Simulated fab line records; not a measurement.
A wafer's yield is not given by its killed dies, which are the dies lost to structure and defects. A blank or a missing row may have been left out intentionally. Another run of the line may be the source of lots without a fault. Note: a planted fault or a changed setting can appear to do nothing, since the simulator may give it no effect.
Which tool is to blame?	flow sky130	6 lots with 17 wafers sampled at 2 steps, on a route of 708 steps

## WHAT THE GAUGES READ, wafer by wafer
SKY_FIELD_ISO_THK_MEAS_25.
lot	measured	on	FIELD_ISO_CVD_24_THK (nm)
L756	day 3 00:53	film_metro-01	602 597 591
L760	day 3 20:42	film_metro-03	595 587 593
L763	day 4 09:29	film_metro-01	766 598 786
L766	day 5 02:13	film_metro-01	603 784
L773	day 6 15:28	film_metro-02	592 596 603
L776	day 7 10:14	film_metro-02	595 591 592

## WHAT TOOL EACH LOT RAN ON (gives the tool, then ch and the chambers of the sampled wafers, and finally the start)
lot	SKY_FIELD_ISO_CVD_24
L756	hdpcvd-01 ch 0,1,2, day 3 00:49
L760	hdpcvd-02 ch 0,1, day 3 20:38
L763	hdpcvd-02 ch 0,2, day 4 09:25
L766	hdpcvd-02 ch 2, day 5 02:07
L773	hdpcvd-01 ch 1,2, day 6 15:23
L776	hdpcvd-01 ch 0,2, day 7 10:09
- SKY_FIELD_ISO_CVD_24: deposits SiO2, target thk 595 nm, time 99.2 s.

## THE ANSWER, worked out from the rows above alone
Rule: the usual values come from the lots themselves. The widest of any qualifying gaps counts: lots, ordered by their means at a reading, are off when they make up no more than a third of the lots, leave a main group of 4 or more, and stand apart from it by 3 or more times the standard deviation of that group's means. Not used: any main group whose means are identical at the precision the tables above print for the reading. Also off: a lot with no number at a reading for which 4 or more lots have one. All remaining lots with rows at the step are treated as sound.
Off: at SKY_FIELD_ISO_THK_MEAS_25 (FIELD_ISO_CVD_24_THK), L763, L766. Main group: mean 594 nm, sd 2.4.
If a tool, at a process step before that reading, ran all the lots that are off and no sound lot after the first of them, it fits. Gauges at SKY_FIELD_ISO_THK_MEAS_25: tried the same way as those tools. This does not decide it: 2 tools fit, namely hdpcvd-02 at SKY_FIELD_ISO_CVD_24 and film_metro-01 at SKY_FIELD_ISO_THK_MEAS_25.

## WHAT THE SIMULATOR HAD INSERTED
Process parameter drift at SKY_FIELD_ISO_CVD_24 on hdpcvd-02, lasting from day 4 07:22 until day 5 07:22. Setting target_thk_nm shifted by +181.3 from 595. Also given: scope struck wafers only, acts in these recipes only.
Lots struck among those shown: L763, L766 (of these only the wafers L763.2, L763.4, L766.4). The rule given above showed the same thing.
